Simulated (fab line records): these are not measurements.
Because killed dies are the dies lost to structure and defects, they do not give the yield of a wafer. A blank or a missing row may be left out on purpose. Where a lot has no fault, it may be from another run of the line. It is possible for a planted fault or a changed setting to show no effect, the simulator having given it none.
Chamber matching + flow sky130 + SKY_SPACER_ETCHBACK_02 on rie_diel-03 has 4 sister chambers
The step etches Si3N4 in CH3F/O2, stops on SiO2, time 46.7 s, target depth 45 nm. 8 wafers are shown with their chamber, then 8 later ones without.

## EACH WAFER AND ITS CHAMBER
| wafer  | chamber | drypump_motor_current_A (A) | oes_product_au (a.u.) |
|--------|---------|-----------------------------|-----------------------|
| L704.5 | 2       | 5.7                         | 0.837                 |
| L706.3 | 2       | 5.7                         | 0.844                 |
| L709.3 | 3       | 5.3                         | 0.851                 |
| L709.5 | 3       | 5.3                         | 0.843                 |
| L713.2 | 0       | 5.7                         | 0.865                 |
| L713.4 | 0       | 5.7                         | 0.865                 |
| L713.5 | 1       | 6.1                         | 0.856                 |
| L714.1 | 1       | 6.2                         | 0.849                 |

## WAFERS WITHOUT THEIR CHAMBER
| wafer  | drypump_motor_current_A (A) | oes_product_au (a.u.) |
|--------|-----------------------------|-----------------------|
| L714.3 | 5.2                         | 0.848                 |
| L714.4 | 6.2                         | 0.850                 |
| L715.3 | 5.2                         | 0.863                 |
| L715.5 | 6.1                         | 0.853                 |
| L715.6 | 5.2                         | 0.858                 |
| L716.1 | 6.1                         | 0.863                 |
| L716.4 | 5.2                         | 0.856                 |
| L716.6 | 5.7                         | 0.858                 |

## CHAMBER TAKEN BY EACH
| wafer  | from the rows above | in truth                   |
|--------|---------------------|----------------------------|
| L714.3 | 3                   | 3                          |
| L714.4 | 1                   | 1                          |
| L715.3 | 3                   | 3                          |
| L715.5 | 1                   | 1                          |
| L715.6 | 3                   | 3                          |
| L716.1 | 1                   | 1                          |
| L716.4 | 3                   | 3                          |
| L716.6 | 0                   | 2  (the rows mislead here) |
Placed correctly: 7 of 8. From these rows, 0 cannot be placed. 1 placed wrongly.
How it was worked out, from the rows above alone: a wafer's distance from a chamber is the root of the sum, over the readings, of the square of ((its reading less the chamber's mean) divided by the reading's scatter). If the next closest chamber is less than 2 further off than the closest, the wafer can't be placed; otherwise it belongs to the closest. Each chamber's mean is taken over the wafers shown for it. The scatter is the square root of a quotient: the sum, over the shown wafers, of each reading's squared deviation from its chamber's mean, divided by wafers minus chambers.
